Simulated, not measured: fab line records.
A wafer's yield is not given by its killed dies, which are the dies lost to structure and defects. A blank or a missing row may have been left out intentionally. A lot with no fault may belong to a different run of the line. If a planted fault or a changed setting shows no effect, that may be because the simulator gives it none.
A struck lot beside a sound one ; flow gf180mcu ; 17 out of 602 route steps
Sound: wafers L823.1, L823.4, L823.5. Wafers L821.3, L821.4, L821.6 were the ones struck. Last of all comes the cause.
For every step that has rows: the tool of each side, followed by ch and its chambers, followed by its first start. Under that, the readings that differ: sound wafers ; struck wafers ; difference of the means ; sigmas: that difference in standard deviations of wafers without a fault.
alike: a reading whose means differ by less than 2 such deviations, as well as words and numbers matching on both sides. not compared: withheld readings; readings where some wafer has no value; bounds like >300 that might hide an equal value; numbers whose values overlap and for which the record gives no deviation.
Wherever a step has rows on one side only, a row that says differs or no value, or a row with sigmas, the two part there. Numbers that have no deviation but don't overlap get no sigmas and don't part them. A reading missing from all wafers of one side parts the sides only when that side holds two or more wafers.

first, 3 steps without rows for these wafers: GF_MVPSD_EXPOSE_04 (exposes mask MVPSD, target cd 1000 nm); GF_MVPSD_PEB_05; GF_MVPSD_DEVELOP_06 (develop time 60 s).
GF_MVPSD_OVL_MEAS_07:
  struck on overlay-02, day 7 23:10; sound on overlay-02, day 8 09:24
reading;sound;struck;difference;sigmas
MVPSD_OVL (nm);-2.2 -2.6 -0.3;1.0 1.5 1.0;+2.9;+2
then, 2 steps without rows for these wafers: GF_MVPSD_IMPLANT_08; GF_MVPSD_IMPLANT_09.
GF_MVPSD_STRIP_10: strips in O2/N2.
  sound on plasmaAsher-04 ch 0,1, day 8 09:44; struck on plasmaAsher-04 ch 0,1, day 7 23:31
  alike: drypumpMotorCurrentA, heaterPowerW, oesProductAu, stripTimeToEndpointS
  not compared: rfHoursCounterH
GF_MVPSD_TW_MEAS_11:
  struck on filmMetro-03, day 7 23:37; sound on filmMetro-04, day 8 09:50
  alike: MVPSD_TW
then, 4 steps without rows for these wafers: GF_VT_IMPLANT_DEHYDRATE_00 (time 60 s); GF_VT_IMPLANT_HMDS_01 (prime time 60 s); GF_VT_IMPLANT_COAT_02 (resist thk 1000 nm); GF_VT_IMPLANT_SOFTBAKE_03 (time 60 s).
GF_VT_IMPLANT_EXPOSE_04: exposes mask LVPWELL LV AREA, target cd 600 nm.
  sound on ilineStepper-02 ch 0, day 8 18:16; struck on ilineStepper-01 ch 0, day 8 07:16
reading;sound;struck;difference;sigmas
model.VT_IMPLANT.overlayXNm (nm);0.5323 0.5323 0.5323;-106.5 -106.5 -106.5;-107.0;
  alike: mask
then, 2 steps without rows for these wafers: GF_VT_IMPLANT_PEB_05; GF_VT_IMPLANT_DEVELOP_06 (develop time 60 s).
GF_VT_IMPLANT_OVL_MEAS_07:
  struck on overlay-01, day 8 14:58; sound on overlay-01, day 9 02:19
reading;sound;struck;difference;sigmas
VT_IMPLANT_OVL (nm);1.9 0.9 -0.5;-106.5 -106.7 -107.9;-107.8;-72
  not compared: hold
GF_PASSIVATION_PROBE_99:
  rows exist in the record for the sound wafers here (prober-01, day 32 19:06), none for the struck ones

## WHERE THEY PART
Earliest at GF_MVPSD_OVL_MEAS_07; latest, in this record, at GF_PASSIVATION_PROBE_99.

WHY: what had been put in by the simulator
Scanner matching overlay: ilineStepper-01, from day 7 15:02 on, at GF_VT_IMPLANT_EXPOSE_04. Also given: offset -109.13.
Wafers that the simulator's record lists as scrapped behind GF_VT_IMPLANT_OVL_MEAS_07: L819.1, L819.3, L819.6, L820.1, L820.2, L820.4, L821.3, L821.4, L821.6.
